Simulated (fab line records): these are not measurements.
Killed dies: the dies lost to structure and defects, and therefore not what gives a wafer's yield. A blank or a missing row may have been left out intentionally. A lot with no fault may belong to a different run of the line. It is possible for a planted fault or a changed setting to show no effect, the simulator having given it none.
fab line records + flow sky130
record
- lots=11
- wafers=33
- last_day=51
route steps=708 shown METAL4@634 METAL5@665 PAD_OPEN@708
lots with no fault: from the same line, run without faults
start_h: the number of hours between the record's first day and the start of the first shown wafer of the lot + wait_h: how many hours have passed since the lot's step before this one + " unchanged from the row above + L1.1+2: a single row standing in for several wafers + - no value, or no start was given + * or withheld: withheld + < > ~ a bound
route shown NAME@n: names a module that has steps shown in the file, with the first one's number in the route + usual: the fault-free wafers' mean and standard deviation + same: alike in all rows + chamber/n: place in a boat + sites: per-site readings + _std_site: the standard deviation of these + _edge_site: mean of outer sites minus mean of inner sites + radius_mm: for every site, how far away it sits from the centre of the wafer + mask NAME#n: copy n + behind: the tool/chamber that last shaped the wafer + hold: cause of the lot's hold/its duration in hours/its outcome + device: the n, p or np transistor that did not switch + end of line: the same wafers' tests at the end of the route + where a step has no rows: the recipe by itself + killed: the dies lost at the first sort to structure and to defects; this is not the yield of the wafer + map: a wafer's dies, marking killed ones x, the rest . and places with no die _
set.NAME: the setting that was run; set.NAME@STEP: the one run at that earlier step + model.NAME: the simulator's own value behind a step, which no gauge read
one table for each step of the route and one row for each wafer, over a sample of lots
services: a tool's chamber out of use, with start hour (start_h, from the record's first day; less than 0 if before it), hours out, and reason
## steps
# step SKY_METAL4_METAL_ETCH_18
# recipe
- target_depth_a=8450
- stop_on=SiO2
- over_etch_frac=0.3
- time_s=183.1
- chemistry=Cl2/BCl3
- resist_sidewall_deg=88
- pressure_mtorr=10
- icp_w=900
- bias_w=48.5
- Cl2_flow_sccm=60
- bcl3_flow_sccm=30
# usual
- drypump_motor_current_A=5.8/0.51
- mfc_cl2_sccm=59.98/0.17
- oes_product_au=0.866/0.0067
- throttle_valve_pct=22.265/0.0093
| lot.wafer | tool         | chamber | start_h | wait_h | drypump_motor_current_A | mfc_cl2_sccm | oes_product_au | rf_hours_counter_h | throttle_valve_pct |
|-----------|--------------|---------|---------|--------|-------------------------|--------------|----------------|--------------------|--------------------|
| L405.2    | rie_metal-03 | 0       | 1013.00 | 0.0    | 5.9                     | 59.80        | 0.876          | 22                 | 22.265             |
| L405.4    | "            | 0       | "       | "      | 5.8                     | 60.06        | 0.866          | -                  | 22.253             |
| L405.5    | "            | 0       | "       | "      | 5.9                     | 59.92        | 0.866          | -                  | 22.263             |
| L406.3    | rie_metal-04 | 0       | 1017.66 | 0.1    | 6.4                     | 60.14        | 0.862          | -                  | 22.253             |
| L406.5    | "            | 0       | "       | "      | 6.4                     | 59.87        | 0.867          | -                  | 22.257             |
| L406.6    | "            | 1       | "       | "      | 5.5                     | 59.90        | 0.861          | -                  | 22.254             |
| L407.1    | rie_metal-04 | 0       | 1020.08 | 0.0    | 6.4                     | 59.65        | 0.875          | 20                 | 22.254             |
| L407.3    | "            | 1       | "       | "      | 5.4                     | 59.95        | 0.864          | -                  | 22.265             |
| L407.5    | "            | 0       | "       | "      | 6.4                     | 59.77        | 0.865          | -                  | 22.251             |
| L409.4    | rie_metal-04 | 0       | 1041.98 | 0.1    | 6.4                     | 59.79        | 0.872          | -                  | 22.253             |
| L409.5    | "            | 0       | "       | "      | 6.4                     | 59.98        | 0.874          | -                  | 22.270             |
| L409.6    | "            | 1       | "       | "      | 5.5                     | 59.84        | 0.864          | -                  | 22.279             |
| L410.2    | rie_metal-01 | 0       | 1042.56 | 0.0    | 6.4                     | 60.04        | 0.864          | 20                 | 22.274             |
| L410.5    | "            | 0       | "       | "      | 6.4                     | 60.03        | 0.858          | -                  | 22.282             |
| L410.6    | "            | 1       | "       | "      | 6.0                     | 60.23        | 0.856          | -                  | 22.274             |
| L411.2    | rie_metal-01 | 0       | 1044.44 | 0.0    | 6.4                     | 60.04        | 0.863          | 20                 | 22.247             |
| L411.4    | "            | 0       | "       | "      | 6.4                     | 59.72        | 0.871          | -                  | 22.265             |
| L411.5    | "            | 1       | "       | "      | 6.0                     | 59.86        | 0.865          | -                  | 22.289             |
| L414.1    | rie_metal-04 | 0       | 1068.36 | 0.0    | 6.4                     | 60.17        | 0.860          | 24                 | 22.264             |
| L414.5    | "            | 1       | "       | "      | 5.5                     | 60.15        | 0.857          | -                  | 22.255             |
| L414.6    | "            | 0       | "       | "      | 6.4                     | 59.81        | 0.869          | -                  | 22.260             |
| L422.2    | rie_metal-03 | 0       | 1115.67 | 0.0    | 5.8                     | 60.13        | 0.862          | 30                 | 22.281             |
| L422.3    | "            | 1       | "       | "      | 5.1                     | 59.91        | 0.869          | -                  | 22.263             |
| L422.6    | "            | 0       | "       | "      | 5.9                     | 60.23        | 0.848          | -                  | 22.264             |
| L425.3    | rie_metal-04 | 0       | 1131.92 | 0.1    | 6.4                     | 60.12        | 0.860          | -                  | 22.253             |
| L425.5    | "            | 1       | "       | "      | 5.5                     | 59.85        | 0.871          | -                  | 22.248             |
| L425.6    | "            | 0       | "       | "      | 6.4                     | 60.04        | 0.868          | -                  | 22.256             |
| L427.2    | rie_metal-03 | 1       | 1146.13 | 0.1    | 5.0                     | 60.13        | 0.867          | -                  | 22.252             |
| L427.4    | "            | 1       | "       | "      | 5.1                     | 59.82        | 0.864          | -                  | 22.264             |
| L427.5    | "            | 1       | "       | "      | 5.0                     | 59.63        | 0.868          | -                  | 22.274             |
| L428.2    | rie_metal-03 | 1       | 1152.62 | 0.1    | 5.1                     | 59.89        | 0.858          | -                  | 22.269             |
| L428.5    | "            | 1       | "       | "      | 5.0                     | 59.87        | 0.863          | -                  | 22.262             |
| L428.6    | "            | 1       | "       | "      | 5.0                     | 59.75        | 0.858          | -                  | 22.278             |
# step SKY_METAL4_STRIP_19
# recipe
- chemistry=O2/N2
- power_w=1400
- pressure_mtorr=1500
- platen_temp_c=withheld
- o2_flow_sccm=3000
- n2_flow_sccm=300
- overash_fraction=0.5
# usual
- drypump_motor_current_A=5.80/0.24
- oes_product_au=0.495/0.0058
- strip_time_to_endpoint_s=6.37/0.079
| lot.wafer | tool            | chamber | start_h | wait_h | drypump_motor_current_A | oes_product_au | rf_hours_counter_h | strip_time_to_endpoint_s |
|-----------|-----------------|---------|---------|--------|-------------------------|----------------|--------------------|--------------------------|
| L405.2    | plasma_asher-03 | 0       | 1013.17 | 0.1    | 5.82                    | 0.497          | 60                 | 6.34                     |
| L405.4    | "               | 1       | "       | "      | 5.21                    | 0.485          | -                  | 6.26                     |
| L405.5    | "               | 0       | "       | "      | 5.85                    | 0.483          | -                  | 6.25                     |
| L406.3    | plasma_asher-02 | 1       | 1017.81 | 0.1    | 5.74                    | 0.493          | -                  | 6.34                     |
| L406.5    | "               | 0       | "       | "      | 5.92                    | 0.496          | -                  | 6.35                     |
| L406.6    | "               | 1       | "       | "      | 5.73                    | 0.499          | -                  | 6.49                     |
| L407.1    | plasma_asher-04 | 0       | 1020.26 | 0.1    | 6.05                    | 0.494          | 91                 | 6.34                     |
| L407.3    | "               | 0       | "       | "      | 6.04                    | 0.501          | -                  | 6.50                     |
| L407.5    | "               | 0       | "       | "      | 6.03                    | 0.499          | -                  | 6.36                     |
| L409.4    | plasma_asher-04 | 0       | 1042.13 | 0.1    | 6.03                    | 0.495          | -                  | 6.33                     |
| L409.5    | "               | 1       | "       | "      | 5.77                    | 0.496          | -                  | 6.30                     |
| L409.6    | "               | 0       | "       | "      | 6.03                    | 0.494          | -                  | 6.38                     |
| L410.2    | plasma_asher-03 | 1       | 1042.74 | 0.1    | 5.23                    | 0.481          | 63                 | 6.05                     |
| L410.5    | "               | 0       | "       | "      | 5.85                    | 0.493          | -                  | 6.12                     |
| L410.6    | "               | 1       | "       | "      | 5.20                    | 0.488          | -                  | 6.35                     |
| L411.2    | plasma_asher-02 | 0       | 1044.62 | 0.1    | 5.98                    | 0.498          | 122                | 6.17                     |
| L411.4    | "               | 0       | "       | "      | 5.95                    | 0.479          | -                  | 6.18                     |
| L411.5    | "               | 0       | "       | "      | 5.99                    | 0.495          | -                  | 6.41                     |
| L414.1    | plasma_asher-02 | 1       | 1068.54 | 0.1    | 5.69                    | 0.491          | 1                  | 6.34                     |
| L414.5    | "               | 0       | "       | "      | 5.96                    | 0.488          | -                  | 6.36                     |
| L414.6    | "               | 1       | "       | "      | 5.73                    | 0.487          | -                  | 6.33                     |
| L422.2    | plasma_asher-02 | 0       | 1115.85 | 0.1    | 5.95                    | 0.505          | 6                  | 6.45                     |
| L422.3    | "               | 1       | "       | "      | 5.75                    | 0.507          | -                  | 6.45                     |
| L422.6    | "               | 1       | "       | "      | 5.75                    | 0.499          | -                  | 6.48                     |
| L425.3    | plasma_asher-03 | 0       | 1132.10 | 0.1    | 5.82                    | 0.502          | -                  | 6.46                     |
| L425.5    | "               | 0       | "       | "      | 5.82                    | 0.503          | -                  | 6.44                     |
| L425.6    | "               | 1       | "       | "      | 5.22                    | 0.498          | -                  | 6.36                     |
| L427.2    | plasma_asher-02 | 1       | 1146.43 | 0.2    | 5.68                    | 0.495          | 8                  | 6.40                     |
| L427.4    | "               | 0       | "       | "      | 5.95                    | 0.496          | -                  | 6.43                     |
| L427.5    | "               | 0       | "       | "      | 5.94                    | 0.497          | -                  | 6.38                     |
| L428.2    | plasma_asher-04 | 0       | 1152.92 | 0.2    | 6.04                    | 0.495          | 104                | 6.37                     |
| L428.5    | "               | 1       | "       | "      | 5.77                    | 0.497          | -                  | 6.36                     |
| L428.6    | "               | 0       | "       | "      | 6.04                    | 0.492          | -                  | 6.35                     |
# step SKY_METAL5_SPUTTER_04
# recipe
- material=TiN
- target_thk_nm=70
- power_w=6500
- time_s=58.3
- chamber_pressure_pa=0.4
# usual
- chamber_pressure_pa=0.3999/0.00079
- throttle_valve_pct=29.9/0.9
| lot.wafer | tool           | chamber | start_h | wait_h | chamber_pressure_pa | throttle_valve_pct |
|-----------|----------------|---------|---------|--------|---------------------|--------------------|
| L405.2    | pvd_sputter-01 | -       | 1040.07 | 0.0    | 0.4002              | 28.2               |
| L405.4    | "              | -       | "       | "      | 0.3998              | 28.7               |
| L405.5    | "              | -       | "       | "      | 0.3994              | 28.5               |
| L406.3    | pvd_sputter-02 | -       | 1044.21 | 0.0    | 0.4001              | 31.1               |
| L406.5    | "              | -       | "       | "      | 0.4009              | 29.9               |
| L406.6    | "              | -       | "       | "      | 0.3977              | 30.5               |
| L407.1    | pvd_sputter-04 | -       | 1046.75 | 0.0    | 0.4002              | 28.4               |
| L407.3    | "              | -       | "       | "      | 0.3986              | 29.3               |
| L407.5    | "              | -       | "       | "      | 0.3999              | 28.4               |
| L409.4    | pvd_sputter-04 | -       | 1067.84 | 0.0    | 0.4002              | 30.2               |
| L409.5    | "              | -       | "       | "      | 0.3996              | 31.0               |
| L409.6    | "              | -       | "       | "      | 0.4001              | 30.2               |
| L410.2    | pvd_sputter-01 | -       | 1068.43 | 0.0    | 0.4008              | 28.4               |
| L410.5    | "              | -       | "       | "      | 0.3993              | 31.1               |
| L410.6    | "              | -       | "       | "      | 0.3994              | 28.8               |
| L411.2    | pvd_sputter-02 | -       | 1070.08 | 0.0    | 0.3991              | 31.1               |
| L411.4    | "              | -       | "       | "      | 0.4009              | 29.7               |
| L411.5    | "              | -       | "       | "      | 0.3997              | 30.9               |
| L414.1    | pvd_sputter-02 | -       | 1091.59 | 0.0    | 0.3984              | 30.7               |
| L414.5    | "              | -       | "       | "      | 0.3997              | 30.0               |
| L414.6    | "              | -       | "       | "      | 0.4138              | 29.6               |
| L422.2    | pvd_sputter-01 | -       | 1138.80 | 0.0    | 0.4002              | 28.5               |
| L422.3    | "              | -       | "       | "      | 0.3986              | 28.2               |
| L422.6    | "              | -       | "       | "      | 0.3994              | 28.5               |
| L425.3    | pvd_sputter-01 | -       | 1154.68 | 0.0    | 0.3996              | 28.3               |
| L425.5    | "              | -       | "       | "      | 0.4001              | 29.0               |
| L425.6    | "              | -       | "       | "      | 0.3990              | 31.2               |
| L427.2    | pvd_sputter-04 | -       | 1167.48 | 0.0    | 0.3991              | 29.1               |
| L427.4    | "              | -       | "       | "      | 0.4012              | 30.2               |
| L427.5    | "              | -       | "       | "      | 0.4014              | 30.2               |
| L428.2    | pvd_sputter-04 | -       | 1174.15 | 0.0    | 0.4005              | 31.2               |
| L428.5    | "              | -       | "       | "      | 0.3988              | 28.5               |
| L428.6    | "              | -       | "       | "      | 0.4003              | 30.6               |
# step SKY_METAL5_RS_MEAS_05
# recipe
- thk_meas_gauge=four-point-probe
- reads=TiN_of_METAL5_SPUTTER_04+Ti_of_METAL5_SPUTTER_03+AlCu_of_METAL5_SPUTTER_02+TiN_of_METAL5_SPUTTER_01+Ti_of_METAL5_SPUTTER_00
# usual
- METAL5_ALCU_RS=0.0283/0.00035
| lot.wafer | tool          | chamber | start_h | wait_h | METAL5_ALCU_RS[ohm/sq] |
|-----------|---------------|---------|---------|--------|------------------------|
| L405.2    | film_metro-02 | -       | 1040.14 | 0.0    | 0.0280                 |
| L405.4    | "             | -       | "       | "      | 0.0283                 |
| L405.5    | "             | -       | "       | "      | 0.0283                 |
| L406.3    | film_metro-01 | -       | 1044.30 | 0.1    | 0.0281                 |
| L406.5    | "             | -       | "       | "      | 0.0284                 |
| L406.6    | "             | -       | "       | "      | 0.0278                 |
| L407.1    | film_metro-01 | -       | 1046.80 | 0.0    | 0.0286                 |
| L407.3    | "             | -       | "       | "      | 0.0283                 |
| L407.5    | "             | -       | "       | "      | 0.0284                 |
| L409.4    | film_metro-02 | -       | 1067.95 | 0.1    | 0.0280                 |
| L409.5    | "             | -       | "       | "      | 0.0279                 |
| L409.6    | "             | -       | "       | "      | 0.0285                 |
| L410.2    | film_metro-02 | -       | 1068.50 | 0.0    | 0.0283                 |
| L410.5    | "             | -       | "       | "      | 0.0290                 |
| L410.6    | "             | -       | "       | "      | 0.0291                 |
| L411.2    | film_metro-01 | -       | 1070.15 | 0.0    | 0.0277                 |
| L411.4    | "             | -       | "       | "      | 0.0283                 |
| L411.5    | "             | -       | "       | "      | 0.0279                 |
| L414.1    | film_metro-03 | -       | 1091.64 | 0.0    | 0.0287                 |
| L414.5    | "             | -       | "       | "      | 0.0290                 |
| L414.6    | "             | -       | "       | "      | 0.0287                 |
| L422.2    | film_metro-03 | -       | 1138.87 | 0.0    | 0.0278                 |
| L422.3    | "             | -       | "       | "      | 0.0276                 |
| L422.6    | "             | -       | "       | "      | 0.0279                 |
| L425.3    | film_metro-01 | -       | 1154.77 | 0.1    | 0.0282                 |
| L425.5    | "             | -       | "       | "      | 0.0287                 |
| L425.6    | "             | -       | "       | "      | 0.0288                 |
| L427.2    | film_metro-02 | -       | 1167.55 | 0.0    | 0.0281                 |
| L427.4    | "             | -       | "       | "      | 0.0281                 |
| L427.5    | "             | -       | "       | "      | 0.0279                 |
| L428.2    | film_metro-03 | -       | 1174.22 | 0.0    | 0.0282                 |
| L428.5    | "             | -       | "       | "      | 0.0286                 |
| L428.6    | "             | -       | "       | "      | 0.0281                 |
# step SKY_PAD_OPEN_PROBE_99
# usual
- defect_limited_yield=82.8/2
- killed_at_M0_to_M3=43/6.8
- killed_at_M4_up=3.3/1.9
- killed_at_contacts=24/5.3
- killed_at_front_end=14/4.3
- killed_at_other=0.3/0.62
- killed_dies=85/9.8
- killed_open=46/8
- killed_short=39/5.9
- sort_bin_3_pad_short=0.8/0.39
- sort_bin_5_function=10.2/1.5
- sort_bin_6_memory=6.2/1.2
- sort_n_pass=407/9.8
- sort_yield_pct=82.8/2
# same
- gross_dies=492
- killed_at_back_side=0
- sort_bin_4_leakage[%]=0
- sort_bin_8_speed[%]=0
| lot.wafer | tool      | chamber | start_h | wait_h | defect_limited_yield[%] | killed_at_M0_to_M3 | killed_at_M4_up | killed_at_contacts | killed_at_front_end | killed_at_other | killed_dies | killed_open | killed_short | sort_bin_3_pad_short[%] | sort_bin_5_function[%] | sort_bin_6_memory[%] | sort_n_pass | sort_yield_pct[%] |
|-----------|-----------|---------|---------|--------|-------------------------|--------------------|-----------------|--------------------|---------------------|-----------------|-------------|-------------|--------------|-------------------------|------------------------|----------------------|-------------|-------------------|
| L409.4    | prober-01 | -       | 1134.36 | 0.2    | 83.3                    | 43                 | 3               | 23                 | 12                  | 1               | 82          | 45          | 37           | 1.4                     | 9.6                    | 5.7                  | 410         | 83.3              |
| L409.5    | prober-01 | -       | 1134.41 | 0.2    | 80.9                    | 45                 | 5               | 37                 | 7                   | 0               | 94          | 43          | 51           | 0.8                     | 13.2                   | 5.1                  | 398         | 80.9              |
| L409.6    | prober-01 | -       | 1134.46 | 0.2    | 84.3                    | 34                 | 1               | 25                 | 17                  | 0               | 77          | 41          | 36           | 0.2                     | 9.8                    | 5.7                  | 415         | 84.3              |
# killed by level:class
L409.4 CONTACT:geometric_particle:open=10 VIA1:geometric_particle:open=9 LI_CONTACT:geometric_particle:open=8 METAL2:geometric_particle:short=7 VIA1:geometric_particle:short=5 METAL1:geometric_particle:short=4 METAL3:geometric_particle:short=4 VIA3:geometric_particle:open=4
L409.5 VIA1:geometric_particle:open=12 LOCAL_INTERCONNECT:geometric_particle:short=8 LI_CONTACT:geometric_particle:open=8 CONTACT:geometric_particle:short=8 VIA1:geometric_particle:short=7 CONTACT:geometric_particle:open=7 VIA2:geometric_particle:open=7 LI_CONTACT:geometric_particle:short=5
L409.6 VIA1:geometric_particle:open=9 VIA2:geometric_particle:open=9 LI_CONTACT:geometric_particle:open=8 CONTACT:geometric_particle:open=6 CONTACT:geometric_particle:short=6 FIELD_ISO:geometric_particle:short=5 VIA1:geometric_particle:short=5 METAL2:geometric_particle:short=5
## services
| tool            | chamber | start_h | hours | kind                          |
|-----------------|---------|---------|-------|-------------------------------|
| pvd_sputter-01  | -       | 999.56  | 1.9   | repair                        |
| rie_metal-01    | -       | 1002.06 | 15.6  | pm                            |
| plasma_asher-04 | -       | 1014.03 | 1.7   | repair                        |
| rie_metal-01    | 1       | 1053.57 | 9.2   | repair                        |
| plasma_asher-02 | -       | 1055.25 | 9.0   | pm                            |
| plasma_asher-02 | 0       | 1055.25 | 9.0   | vent_cycle                    |
| plasma_asher-02 | 1       | 1055.25 | 9.0   | vent_cycle                    |
| rie_metal-04    | 1       | 1061.51 | 4.9   | repair                        |
| rie_metal-01    | 0       | 1062.76 | -     | clean                         |
| rie_metal-01    | 0       | 1062.76 | 23.7  | scheduled_down                |
| rie_metal-01    | 0       | 1062.76 | 23.7  | vent_cycle                    |
| plasma_asher-02 | 0       | 1064.25 | -     | clean                         |
| plasma_asher-02 | 1       | 1064.25 | -     | clean                         |
| rie_metal-04    | 0       | 1107.28 | -     | clean                         |
| rie_metal-04    | 0       | 1107.28 | 23.8  | scheduled_down                |
| rie_metal-04    | 0       | 1107.28 | 23.8  | vent_cycle                    |
| rie_metal-04    | -       | 1115.26 | 0.7   | repair                        |
| pvd_sputter-01  | -       | 1130.78 | 1.9   | repair                        |
| rie_metal-03    | 0       | 1143.25 | -     | clean                         |
| rie_metal-03    | 0       | 1143.25 | -     | consumable_replace:focus_ring |
| rie_metal-03    | 0       | 1143.25 | 16.0  | scheduled_down                |
| rie_metal-03    | 0       | 1143.25 | 16.0  | vent_cycle                    |
| rie_metal-04    | -       | 1170.15 | 2.8   | pm                            |
## key
first_sign
- step=SKY_METAL5_SPUTTER_04
- reading=chamber_pressure_pa
- direction=up
- sigmas=17
- usual=0.3999
- struck=0.4138
effect none on later readings
met_at SKY_METAL5_SPUTTER_04
struck_lots L414
struck_wafers L414.6
not_acting_at SKY_METAL4_METAL_ETCH_18,SKY_METAL4_STRIP_19,SKY_METAL5_RS_MEAS_05
onset_between 1044.21 1091.59
fault
- kind=process_parameter_drift
- tool=pvd_sputter-02
- chamber=-
- onset_h=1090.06
- steps=SKY_METAL5_SPUTTER_04
- channel=chamber_pressure_pa
- offset=0.014001
- shape=step
- end_h=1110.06
- acts_in=these_recipes_only
- stated=0.4
- scope=struck_wafers_only
